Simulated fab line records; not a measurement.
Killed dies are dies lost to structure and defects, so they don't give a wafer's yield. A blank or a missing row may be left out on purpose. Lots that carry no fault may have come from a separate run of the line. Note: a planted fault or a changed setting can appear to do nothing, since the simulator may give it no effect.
fab line records	flow sky130
record lots=13	wafers=39	last_day=49
route steps=708 shown DNWELL@44 PWDE@52 VT_ADJUST_LVTN@106 VT_ADJUST_PCH@146 PAD_OPEN@708
lots with no fault: from the same line, run without faults
start_h: start of the lot's first displayed wafer, in hours after the record's first day	wait_h: how many hours have passed since the lot's step before this one	" identical to the entry in the row above	L1.1+2: several wafers, shown together as one row	- no value, or no start was given	* or withheld: withheld	< > ~ a bound
route shown NAME@n: names a module that has steps shown in the file, with the first one's number in the route	usual: average and standard deviation across the fault-free wafers	same: alike in all rows	chamber/n: place in a boat	sites: readings site by site	_std_site: standard deviation across them	_edge_site: inner sites' mean taken away from outer sites' mean	radius_mm: how far each site lies from the wafer's centre	mask NAME#n: copy n	behind: the tool/chamber that last shaped the wafer	hold: why the lot went on hold/how many hours it stayed there/how the hold came to an end	device: the transistor (n, p or np) that didn't switch	end of line: at the end of the route, the tests of the same wafers	step lacking rows: just its recipe	killed: dies that structure and defects cost at the first sort, which is not the same as the wafer's yield	map: dies across one wafer; x = killed, . = not, _ = none there
set.NAME: setting as actually run; set.NAME@STEP: the setting as run at that earlier step	model.NAME: the simulator's own value behind a step, which no gauge read
one table for each step of the route and one row for each wafer, over a sample of lots
services: when a tool's chamber went out of use (start_h, in hours from the record's first day, below 0 if earlier), for how many hours, and the reason
## steps
# step SKY_DNWELL_TW_MEAS_09
# usual DNWELL_TW=1101/10
lot.wafer	tool	chamber	start_h	wait_h	DNWELL_TW
L123.1	film_metro-01	-	49.73	0.1	1098
L123.4	"	-	"	"	1091
L123.6	"	-	"	"	1101
L124.1	film_metro-01	-	55.04	0.1	1093
L124.3	"	-	"	"	1095
L124.5	"	-	"	"	1095
L126.4	film_metro-02	-	66.91	0.1	1117
L126.5	"	-	"	"	1116
L126.6	"	-	"	"	1116
L127.4	film_metro-02	-	72.85	0.1	1124
L127.5	"	-	"	"	1121
L127.6	"	-	"	"	1131
L130.1	film_metro-02	-	90.32	0.1	1112
L130.3	"	-	"	"	1113
L130.5	"	-	"	"	1110
L131.1	film_metro-02	-	91.18	0.1	1114
L131.4	"	-	"	"	1118
L131.5	"	-	"	"	1108
L132.1	film_metro-04	-	109.92	0.1	1102
L132.2	"	-	"	"	1098
L132.4	"	-	"	"	1094
L133.1	film_metro-01	-	113.23	0.1	1081
L133.2	"	-	"	"	1081
L133.4	"	-	"	"	1084
L134.1	film_metro-04	-	113.30	0.1	1102
L134.2	"	-	"	"	1105
L134.3	"	-	"	"	1113
L136.4	film_metro-04	-	123.21	0.1	1106
L136.5	"	-	"	"	1108
L136.6	"	-	"	"	1105
L137.2	film_metro-01	-	125.90	0.1	1100
L137.3	"	-	"	"	1103
L137.4	"	-	"	"	1103
L138.1	film_metro-02	-	130.03	0.1	1109
L138.3	"	-	"	"	1114
L138.4	"	-	"	"	1120
L139.1	film_metro-01	-	135.13	0.1	1095
L139.4	"	-	"	"	1090
L139.6	"	-	"	"	1093
# step SKY_PWDE_OVL_MEAS_07
# usual PWDE_OVL=0.9/1.3
lot.wafer	tool	chamber	start_h	wait_h	PWDE_OVL[nm]
L123.1	overlay-01	-	64.83	-	-0.1
L123.4	"	-	"	"	-0.8
L123.6	"	-	"	"	-2.3
L124.1	overlay-01	-	69.53	-	0.9
L124.3	"	-	"	"	-0.1
L124.5	"	-	"	"	-0.2
L126.4	overlay-02	-	80.80	-	0.7
L126.5	"	-	"	"	2.6
L126.6	"	-	"	"	-0.4
L127.4	overlay-01	-	89.69	-	1.9
L127.5	"	-	"	"	-0.1
L127.6	"	-	"	"	1.6
L130.1	overlay-02	-	107.28	-	-0.3
L130.3	"	-	"	"	2.4
L130.5	"	-	"	"	0.3
L131.1	overlay-01	-	108.88	-	1.5
L131.4	"	-	"	"	2.4
L131.5	"	-	"	"	-0.4
L132.1	overlay-02	-	128.79	-	0.3
L132.2	"	-	"	"	0.7
L132.4	"	-	"	"	1.3
L133.1	overlay-02	-	131.98	-	-0.5
L133.2	"	-	"	"	0.0
L133.4	"	-	"	"	1.8
L134.1	overlay-02	-	132.88	-	0.2
L134.2	"	-	"	"	0.8
L134.3	"	-	"	"	0.1
L136.4	overlay-01	-	143.15	-	1.9
L136.5	"	-	"	"	2.2
L136.6	"	-	"	"	1.1
L137.2	overlay-01	-	144.78	-	3.7
L137.3	"	-	"	"	2.1
L137.4	"	-	"	"	4.0
L138.1	overlay-01	-	149.28	-	2.8
L138.3	"	-	"	"	-0.2
L138.4	"	-	"	"	1.3
L139.1	overlay-02	-	154.58	-	1.9
L139.4	"	-	"	"	1.7
L139.6	"	-	"	"	2.4
# step SKY_VT_ADJUST_LVTN_STRIP_09
# recipe chemistry=O2/N2	power_w=1400	pressure_mtorr=1500	platen_temp_c=withheld	o2_flow_sccm=3000	n2_flow_sccm=300	overash_fraction=0.5
# usual drypump_motor_current_A=5.8/0.55	oes_product_au=0.722/0.0048	strip_time_to_endpoint_s=36.92/0.1
lot.wafer	tool	chamber	start_h	wait_h	drypump_motor_current_A	oes_product_au	rf_hours_counter_h	strip_time_to_endpoint_s
L123.1	plasma_asher-02	1	133.76	0.1	5.9	0.724	1	36.86
L123.4	"	1	"	"	5.9	0.715	-	37.11
L123.6	"	0	"	"	6.3	0.721	-	36.82
L124.1	plasma_asher-04	1	141.86	0.1	5.3	0.715	33	37.00
L124.3	"	1	"	"	5.3	0.718	-	36.97
L124.5	"	0	"	"	6.8	0.722	-	36.81
L126.4	plasma_asher-04	1	158.09	0.1	5.2	0.717	-	36.97
L126.5	"	1	"	"	5.2	0.719	-	37.07
L126.6	"	0	"	"	6.8	0.726	-	36.94
L127.4	plasma_asher-01	1	165.69	0.1	5.4	0.722	-	36.99
L127.5	"	1	"	"	5.5	0.712	-	36.93
L127.6	"	0	"	"	5.2	0.719	-	37.07
L130.1	plasma_asher-04	0	187.01	0.1	6.8	0.719	37	36.89
L130.3	"	1	"	"	5.3	0.730	-	36.67
L130.5	"	1	"	"	5.3	0.727	-	36.82
L131.1	plasma_asher-01	0	190.71	0.1	5.2	0.730	51	36.81
L131.4	"	1	"	"	5.5	0.721	-	36.84
L131.5	"	0	"	"	5.2	0.718	-	36.79
L132.1	plasma_asher-01	1	212.81	0.1	5.4	0.722	53	36.90
L132.2	"	0	"	"	5.2	0.722	53	36.82
L132.4	"	0	"	"	5.2	0.722	-	36.86
L133.1	plasma_asher-01	1	217.22	0.1	5.5	0.724	53	37.09
L133.2	"	0	"	"	5.2	0.724	53	37.16
L133.4	"	1	"	"	5.4	0.729	-	37.01
L134.1	plasma_asher-02	1	217.86	0.1	5.9	0.729	10	37.04
L134.2	"	0	"	"	6.3	0.722	10	36.94
L134.3	"	1	"	"	5.9	0.723	-	36.95
L136.4	plasma_asher-02	0	230.49	0.1	6.2	0.723	-	36.86
L136.5	"	1	"	"	5.8	0.719	-	36.91
L136.6	"	0	"	"	6.3	0.721	-	36.85
L137.2	plasma_asher-01	1	232.06	0.1	5.5	0.723	55	36.94
L137.3	"	1	"	"	5.5	0.722	-	36.89
L137.4	"	0	"	"	5.2	0.720	-	36.89
L138.1	plasma_asher-01	0	238.51	0.1	5.2	0.720	55	37.07
L138.3	"	1	"	"	5.5	0.729	-	37.02
L138.4	"	0	"	"	5.2	0.723	-	37.03
L139.1	plasma_asher-01	1	242.96	0.1	5.5	0.722	56	37.02
L139.4	"	0	"	"	5.2	0.724	-	36.98
L139.6	"	1	"	"	5.5	0.718	-	36.90
# step SKY_VT_ADJUST_PCH_SOFTBAKE_03
# recipe temp_c=110	time_s=withheld
# usual heater_power_total_W=65.30/0.14	plate_temp_C=109.98/0.13
lot.wafer	tool	chamber	start_h	wait_h	heater_power_total_W	plate_temp_C
L123.1	litho_track-03	0	207.32	0.1	65.29	110.06
L123.4	"	0	"	"	65.17	110.14
L123.6	"	0	"	"	65.31	109.87
L124.1	litho_track-02	0	217.28	0.1	65.34	109.90
L124.3	"	0	"	"	65.45	109.98
L124.5	"	0	"	"	65.21	110.03
L126.4	litho_track-02	0	234.78	0.1	65.04	110.17
L126.5	"	0	"	"	65.17	109.85
L126.6	"	0	"	"	65.19	110.07
L127.4	litho_track-01	0	241.62	0.1	65.25	109.75
L127.5	"	0	"	"	65.15	110.02
L127.6	"	0	"	"	65.52	109.91
L130.1	litho_track-01	0	268.67	0.1	65.20	110.01
L130.3	"	0	"	"	65.20	109.82
L130.5	"	0	"	"	65.44	110.06
L131.1	litho_track-03	0	271.87	0.1	65.47	109.89
L131.4	"	0	"	"	65.33	110.02
L131.5	"	0	"	"	65.29	109.89
L132.1	litho_track-03	0	296.92	0.1	65.27	110.12
L132.2	"	0	"	"	65.17	110.04
L132.4	"	0	"	"	65.20	110.14
L133.1	litho_track-03	0	302.82	0.1	65.33	109.95
L133.2	"	0	"	"	65.45	110.00
L133.4	"	0	"	"	65.13	110.03
L134.1	litho_track-01	0	304.37	0.1	65.38	110.16
L134.2	"	0	"	"	65.48	110.02
L134.3	"	0	"	"	65.52	110.34
L136.4	litho_track-03	0	316.62	0.1	65.47	110.01
L136.5	"	0	"	"	65.53	109.85
L136.6	"	0	"	"	65.31	110.17
L137.2	litho_track-03	0	319.95	0.1	63.77	107.76
L137.3	"	0	"	"	63.62	107.83
L137.4	"	0	"	"	63.35	107.62
L138.1	litho_track-02	0	326.43	0.1	65.09	109.78
L138.3	"	0	"	"	65.17	110.10
L138.4	"	0	"	"	65.19	109.98
L139.1	litho_track-03	0	333.17	0.1	63.40	107.52
L139.4	"	0	"	"	63.57	107.61
L139.6	"	0	"	"	63.44	107.93
# step SKY_PAD_OPEN_PROBE_99
# usual killed_at_M0_to_M3=43/6.6	killed_at_M4_up=3.2/1.9	killed_at_contacts=25/5.3	killed_at_front_end=16/4.5	killed_at_other=0.3/0.63	killed_dies=87/8.9	killed_open=48/7.9	killed_short=39/5.3
# same gross_dies=492	killed_at_back_side=0
lot.wafer	tool	chamber	start_h	wait_h	killed_at_M0_to_M3	killed_at_M4_up	killed_at_contacts	killed_at_front_end	killed_at_other	killed_dies	killed_open	killed_short
L123.1	prober-01	-	1064.94	0.1	29	1	25	11	0	66	31	35
L123.4	prober-01	-	1065.09	0.2	44	4	18	14	0	80	31	49
L123.6	prober-01	-	1065.19	0.2	52	2	26	17	0	97	58	38
L124.1	prober-02	-	1077.04	0.1	39	6	26	14	0	85	36	49
L124.3	prober-02	-	1077.14	0.2	46	1	31	13	0	91	45	46
L124.5	prober-02	-	1077.24	0.2	47	4	21	8	0	80	40	40
L126.4	prober-02	-	1089.39	0.2	33	1	27	21	0	82	41	40
L126.5	prober-02	-	1089.44	0.2	41	2	27	17	0	87	54	33
L126.6	prober-02	-	1089.49	0.2	36	4	23	19	0	82	43	39
L127.4	prober-01	-	1096.04	0.2	29	4	22	18	1	74	41	32
L127.5	prober-01	-	1096.09	0.2	49	4	21	18	2	94	54	38
L127.6	prober-01	-	1096.14	0.2	34	2	31	15	0	82	42	38
L130.1	prober-02	-	1118.07	0.1	40	4	26	14	0	84	46	36
L130.3	prober-02	-	1118.17	0.2	43	3	25	14	1	86	52	34
L130.5	prober-02	-	1118.27	0.2	50	4	20	11	0	85	54	31
L131.1	prober-01	-	1119.24	0.1	40	5	22	16	1	84	47	37
L131.4	prober-01	-	1119.39	0.2	42	5	21	15	1	84	47	37
L131.5	prober-01	-	1119.44	0.2	42	3	17	16	0	78	46	32
L132.1	prober-02	-	1139.50	0.1	39	3	22	17	0	81	35	46
L132.2	prober-02	-	1139.55	0.1	44	3	18	12	0	77	43	34
L132.4	prober-02	-	1139.65	0.2	48	3	22	17	0	90	55	35
L133.1	prober-01	-	1143.00	0.1	44	0	21	13	0	78	38	40
L133.2	prober-01	-	1143.05	0.1	42	1	17	11	1	72	42	30
L133.4	prober-01	-	1143.15	0.2	39	3	33	9	0	84	52	32
L134.1	prober-02	-	1148.25	0.1	29	7	34	15	0	85	40	45
L134.2	prober-02	-	1148.30	0.1	29	3	29	10	0	71	42	29
L134.3	prober-02	-	1148.35	0.2	46	4	28	20	0	98	56	42
L136.4	prober-01	-	1153.40	0.2	52	1	22	20	0	95	60	35
L136.5	prober-01	-	1153.45	0.2	41	4	18	17	2	82	36	43
L136.6	prober-01	-	1153.50	0.2	47	1	20	17	0	85	45	39
L137.2	prober-01	-	1156.96	0.1	43	3	27	25	0	98	67	31
L137.3	prober-01	-	1157.01	0.2	36	4	27	15	0	82	51	31
L137.4	prober-01	-	1157.06	0.2	39	5	40	21	0	105	61	44
L138.1	prober-02	-	1160.19	0.1	35	5	30	17	0	87	50	36
L138.3	prober-02	-	1160.29	0.2	55	3	22	25	0	105	57	46
L138.4	prober-02	-	1160.34	0.2	38	5	29	14	0	86	50	34
L139.1	prober-01	-	1172.00	0.1	59	5	27	17	0	108	58	50
L139.4	prober-01	-	1172.15	0.2	42	2	28	17	1	90	53	37
L139.6	prober-01	-	1172.25	0.2	44	6	24	10	0	84	50	34
# killed by level:class
L123.1 CONTACT:geometric_particle:open=8 LI_CONTACT:geometric_particle:open=5 CONTACT:geometric_particle:short=5 METAL2:geometric_particle:short=5 LOCAL_INTERCONNECT:geometric_particle:short=4 VIA1:geometric_particle:short=4 VIA1:geometric_particle:open=4 VIA3:geometric_particle:open=4
L123.4 VIA1:geometric_particle:short=10 VIA2:geometric_particle:open=8 METAL2:geometric_particle:short=8 VIA1:geometric_particle:open=7 FIELD_ISO:geometric_particle:short=5 METAL1:geometric_particle:short=5 LI_CONTACT:geometric_particle:short=4 LI_CONTACT:geometric_particle:open=4
L123.6 VIA2:geometric_particle:open=13 VIA1:geometric_particle:open=10 LI_CONTACT:geometric_particle:open=7 VIA3:geometric_particle:open=7 CONTACT:geometric_particle:open=7 FIELD_ISO:geometric_particle:open=5 LOCAL_INTERCONNECT:geometric_particle:short=5 VIA3:geometric_particle:short=4
L124.1 CONTACT:geometric_particle:open=10 VIA1:geometric_particle:open=9 METAL2:geometric_particle:short=8 LOCAL_INTERCONNECT:geometric_particle:short=7 METAL4:geometric_particle:short=6 VIA2:geometric_particle:open=5 FIELD_ISO:geometric_particle:short=4 POLY_GATE:geometric_particle:short=4
L124.3 CONTACT:geometric_particle:open=10 METAL1:geometric_particle:short=9 VIA1:geometric_particle:open=9 LI_CONTACT:geometric_particle:open=6 LOCAL_INTERCONNECT:geometric_particle:short=6 METAL2:geometric_particle:short=6 VIA2:geometric_particle:open=6 VIA3:geometric_particle:open=6
L124.5 VIA1:geometric_particle:open=8 VIA2:geometric_particle:open=8 METAL2:geometric_particle:short=8 METAL1:geometric_particle:short=7 LOCAL_INTERCONNECT:geometric_particle:short=6 CONTACT:geometric_particle:open=6 POLY_GATE:geometric_particle:short=5 VIA3:geometric_particle:open=5
L126.4 CONTACT:geometric_particle:open=12 VIA2:geometric_particle:open=9 FIELD_ISO:geometric_particle:short=8 CONTACT:geometric_particle:short=6 VIA1:geometric_particle:open=5 POLY_GATE:geometric_particle:short=4 LOCAL_INTERCONNECT:geometric_particle:short=4 METAL2:geometric_particle:short=4
L126.5 CONTACT:geometric_particle:open=14 METAL2:geometric_particle:short=7 VIA3:geometric_particle:open=7 VIA2:geometric_particle:open=6 VIA1:geometric_particle:open=6 FIELD_ISO:geometric_particle:open=4 LI_CONTACT:geometric_particle:open=4 FIELD_ISO:geometric_particle:short=3
L126.6 LI_CONTACT:geometric_particle:open=8 VIA1:geometric_particle:open=8 FIELD_ISO:geometric_particle:open=6 VIA1:geometric_particle:short=6 METAL3:geometric_particle:short=6 POLY_GATE:geometric_particle:short=5 CONTACT:geometric_particle:open=5 VIA2:geometric_particle:open=5
L127.4 FIELD_ISO:geometric_particle:short=8 LI_CONTACT:geometric_particle:open=8 VIA1:geometric_particle:short=6 VIA1:geometric_particle:open=6 VIA3:geometric_particle:open=5 CONTACT:geometric_particle:short=5 CONTACT:geometric_particle:open=5 METAL2:geometric_particle:short=3
L127.5 VIA1:geometric_particle:open=13 VIA1:geometric_particle:short=9 VIA2:geometric_particle:open=9 FIELD_ISO:geometric_particle:open=8 LOCAL_INTERCONNECT:geometric_particle:short=7 CONTACT:geometric_particle:open=7 VIA3:geometric_particle:open=7 METAL1:geometric_particle:short=6
L127.6 CONTACT:geometric_particle:open=11 LI_CONTACT:geometric_particle:open=8 VIA3:geometric_particle:open=7 CONTACT:geometric_particle:short=6 FIELD_ISO:geometric_particle:short=4 VIA1:geometric_particle:open=4 POLY_GATE:geometric_particle:short=4 METAL1:geometric_particle:short=4
L130.1 CONTACT:geometric_particle:open=11 LI_CONTACT:geometric_particle:open=9 VIA1:geometric_particle:short=8 VIA1:geometric_particle:open=8 METAL2:geometric_particle:short=6 POLY_GATE:geometric_particle:short=3 METAL1:geometric_particle:short=3 METAL2:geometric_particle:open=3
L130.3 CONTACT:geometric_particle:open=12 VIA1:geometric_particle:open=10 LI_CONTACT:geometric_particle:open=7 METAL1:geometric_particle:short=7 VIA2:geometric_particle:open=7 FIELD_ISO:geometric_particle:open=6 VIA1:geometric_particle:short=5 VIA3:geometric_particle:open=5
L130.5 CONTACT:geometric_particle:open=10 LI_CONTACT:geometric_particle:open=9 VIA2:geometric_particle:open=9 VIA1:geometric_particle:short=8 VIA3:geometric_particle:open=8 METAL1:geometric_particle:short=6 VIA1:geometric_particle:open=6 METAL3:geometric_particle:short=3
L131.1 VIA1:geometric_particle:open=9 CONTACT:geometric_particle:open=8 VIA3:geometric_particle:open=7 LI_CONTACT:geometric_particle:open=6 METAL1:geometric_particle:short=5 VIA2:geometric_particle:open=5 FIELD_ISO:geometric_particle:short=4 FIELD_ISO:geometric_particle:open=3
L131.4 VIA1:geometric_particle:open=8 CONTACT:geometric_particle:open=8 VIA3:geometric_particle:open=7 VIA2:geometric_particle:open=6 LI_CONTACT:geometric_particle:open=5 LOCAL_INTERCONNECT:geometric_particle:short=4 METAL1:geometric_particle:short=4 VIA3:geometric_particle:short=4
L131.5 VIA2:geometric_particle:open=11 CONTACT:geometric_particle:open=10 METAL1:geometric_particle:short=7 VIA1:geometric_particle:open=6 POLY_GATE:geometric_particle:short=5 POLY_GATE:geometric_particle:open=4 VIA1:geometric_particle:short=4 VIA3:geometric_particle:open=4
L132.1 VIA1:geometric_particle:open=8 FIELD_ISO:geometric_particle:short=6 VIA1:geometric_particle:short=6 LOCAL_INTERCONNECT:geometric_particle:short=5 CONTACT:geometric_particle:short=5 METAL1:geometric_particle:short=5 VIA3:geometric_particle:open=5 LI_CONTACT:geometric_particle:open=4
L132.2 VIA3:geometric_particle:open=12 CONTACT:geometric_particle:open=7 METAL1:geometric_particle:short=7 VIA2:geometric_particle:open=6 VIA1:geometric_particle:short=6 VIA1:geometric_particle:open=5 FIELD_ISO:geometric_particle:open=4 LI_CONTACT:geometric_particle:open=4
L132.4 VIA3:geometric_particle:open=14 VIA1:geometric_particle:open=10 LI_CONTACT:geometric_particle:open=8 METAL1:geometric_particle:short=7 VIA1:geometric_particle:short=7 POLY_GATE:geometric_particle:open=6 CONTACT:geometric_particle:open=6 CONTACT:geometric_particle:short=4
L133.1 VIA1:geometric_particle:open=12 VIA3:geometric_particle:short=7 CONTACT:geometric_particle:open=6 METAL3:geometric_particle:short=6 VIA2:geometric_particle:open=6 LI_CONTACT:geometric_particle:short=5 FIELD_ISO:geometric_particle:short=4 LOCAL_INTERCONNECT:geometric_particle:short=4
L133.2 VIA1:geometric_particle:open=10 CONTACT:geometric_particle:open=8 VIA3:geometric_particle:open=6 METAL1:geometric_particle:short=5 VIA1:geometric_particle:short=5 POLY_GATE:geometric_particle:open=4 METAL2:geometric_particle:short=4 VIA2:geometric_particle:open=4
L133.4 CONTACT:geometric_particle:open=11 VIA2:geometric_particle:open=10 LI_CONTACT:geometric_particle:open=9 CONTACT:geometric_particle:short=6 VIA1:geometric_particle:open=6 VIA3:geometric_particle:open=5 VIA1:geometric_particle:short=5 POLY_GATE:geometric_particle:open=4
L134.1 LI_CONTACT:geometric_particle:open=9 CONTACT:geometric_particle:open=9 LOCAL_INTERCONNECT:geometric_particle:short=7 FIELD_ISO:geometric_particle:short=6 CONTACT:geometric_particle:short=6 POLY_GATE:geometric_particle:short=4 VIA3:geometric_particle:short=4 VIA1:geometric_particle:short=4
L134.2 CONTACT:geometric_particle:open=12 VIA1:geometric_particle:open=8 CONTACT:geometric_particle:short=6 LI_CONTACT:geometric_particle:open=5 VIA2:geometric_particle:open=5 VIA3:geometric_particle:open=5 POLY_GATE:geometric_particle:short=4 LOCAL_INTERCONNECT:geometric_particle:open=4
L134.3 CONTACT:geometric_particle:open=17 VIA1:geometric_particle:open=12 VIA3:geometric_particle:open=7 FIELD_ISO:geometric_particle:short=6 METAL1:geometric_particle:short=6 FIELD_ISO:geometric_particle:open=5 CONTACT:geometric_particle:short=5 VIA1:geometric_particle:short=5
L136.4 VIA1:geometric_particle:open=19 CONTACT:geometric_particle:open=10 POLY_GATE:geometric_particle:short=7 VIA2:geometric_particle:open=7 FIELD_ISO:geometric_particle:open=6 LI_CONTACT:geometric_particle:open=6 VIA1:geometric_particle:short=5 CONTACT:geometric_particle:short=4
L136.5 VIA1:geometric_particle:open=8 METAL1:geometric_particle:short=6 VIA1:geometric_particle:short=6 VIA2:geometric_particle:open=6 POLY_GATE:geometric_particle:short=5 LI_CONTACT:geometric_particle:short=5 FIELD_ISO:geometric_particle:open=4 LI_CONTACT:geometric_particle:open=4
L136.6 VIA1:geometric_particle:open=12 VIA3:geometric_particle:open=7 VIA1:geometric_particle:short=6 POLY_GATE:geometric_particle:short=5 CONTACT:geometric_particle:open=5 FIELD_ISO:geometric_particle:open=4 VIA2:geometric_particle:open=4 LI_CONTACT:geometric_particle:open=4
L137.2 POLY_GATE:geometric_particle:open=11 CONTACT:geometric_particle:open=11 VIA1:geometric_particle:open=9 LI_CONTACT:geometric_particle:open=8 VIA2:geometric_particle:open=8 VIA3:geometric_particle:open=6 FIELD_ISO:geometric_particle:short=5 METAL1:geometric_particle:short=5
L137.3 VIA1:geometric_particle:open=10 LI_CONTACT:geometric_particle:open=8 CONTACT:geometric_particle:open=8 POLY_GATE:geometric_particle:open=7 VIA1:geometric_particle:short=5 LOCAL_INTERCONNECT:geometric_particle:short=5 VIA3:geometric_particle:open=5 METAL1:geometric_particle:short=5
L137.4 CONTACT:geometric_particle:open=16 VIA2:geometric_particle:open=9 CONTACT:geometric_particle:short=8 LI_CONTACT:geometric_particle:open=7 METAL1:geometric_particle:short=7 LOCAL_INTERCONNECT:geometric_particle:short=6 VIA1:geometric_particle:open=6 VIA3:geometric_particle:open=6
L138.1 CONTACT:geometric_particle:open=11 FIELD_ISO:geometric_particle:open=7 LI_CONTACT:geometric_particle:open=7 VIA1:geometric_particle:open=6 VIA1:geometric_particle:short=6 CONTACT:geometric_particle:short=5 METAL2:geometric_particle:short=5 FIELD_ISO:geometric_particle:short=4
L138.3 VIA1:geometric_particle:open=10 VIA2:geometric_particle:open=9 VIA3:geometric_particle:open=9 FIELD_ISO:geometric_particle:open=8 FIELD_ISO:geometric_particle:short=7 CONTACT:geometric_particle:open=7 METAL2:geometric_particle:short=7 CONTACT:geometric_particle:short=6
L138.4 CONTACT:geometric_particle:open=13 METAL2:geometric_particle:short=7 LI_CONTACT:geometric_particle:open=6 POLY_GATE:geometric_particle:open=5 VIA1:geometric_particle:open=5 CONTACT:geometric_particle:short=5 VIA2:geometric_particle:open=5 FIELD_ISO:geometric_particle:open=4
L139.1 VIA1:geometric_particle:open=11 VIA1:geometric_particle:short=9 VIA3:geometric_particle:open=9 LI_CONTACT:geometric_particle:open=8 VIA2:geometric_particle:open=8 CONTACT:geometric_particle:open=7 METAL1:geometric_particle:short=6 POLY_GATE:geometric_particle:open=5
L139.4 VIA1:geometric_particle:open=11 CONTACT:geometric_particle:open=8 VIA2:geometric_particle:open=7 VIA2:geometric_particle:short=6 LI_CONTACT:geometric_particle:open=6 POLY_GATE:geometric_particle:open=5 CONTACT:geometric_particle:short=5 VIA1:geometric_particle:short=5
L139.6 VIA1:geometric_particle:open=15 CONTACT:geometric_particle:open=10 VIA3:geometric_particle:open=9 METAL4:geometric_particle:short=5 LI_CONTACT:geometric_particle:open=5 VIA3:geometric_particle:short=5 LI_CONTACT:geometric_particle:short=4 CONTACT:geometric_particle:short=4
## services
tool	chamber	start_h	hours	kind
litho_track-01	-	111.23	-	consumable_replace:filter
plasma_asher-02	0	117.75	-	clean
plasma_asher-02	1	117.75	-	clean
plasma_asher-01	-	174.19	0.6	repair
plasma_asher-01	-	181.33	2.8	repair
plasma_asher-02	-	240.18	14.6	pm
plasma_asher-01	-	315.76	2.8	pm
litho_track-02	-	326.55	-	consumable_replace:filter
## key
first_sign step=SKY_VT_ADJUST_PCH_SOFTBAKE_03	reading=plate_temp_C	direction=down	sigmas=18	usual=*	struck=*
effect step=SKY_VT_ADJUST_PCH_SOFTBAKE_03	reading=heater_power_total_W	direction=down	sigmas=13	usual=*	struck=*
met_at SKY_VT_ADJUST_PCH_SOFTBAKE_03
struck_lots L137,L139
tester_left_out L137,L139
not_acting_at SKY_DNWELL_TW_MEAS_09,SKY_PWDE_OVL_MEAS_07,SKY_VT_ADJUST_LVTN_STRIP_09
onset_between 316.62 319.95
fault kind=process_parameter_drift	tool=litho_track-03	chamber=-	onset_h=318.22	steps=SKY_VT_ADJUST_PCH_SOFTBAKE_03	channel=temp_c	offset=*	shape=step	end_h=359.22	acts_in=*	stated=*
# tester_left_out: of these lots the tester's yield and bins aren't shown, on N5 and GAA mostly nor the transistor test; their killed dies are dies lost to structure and defects alone, not to doping, threshold or leakage, so they don't give the yield
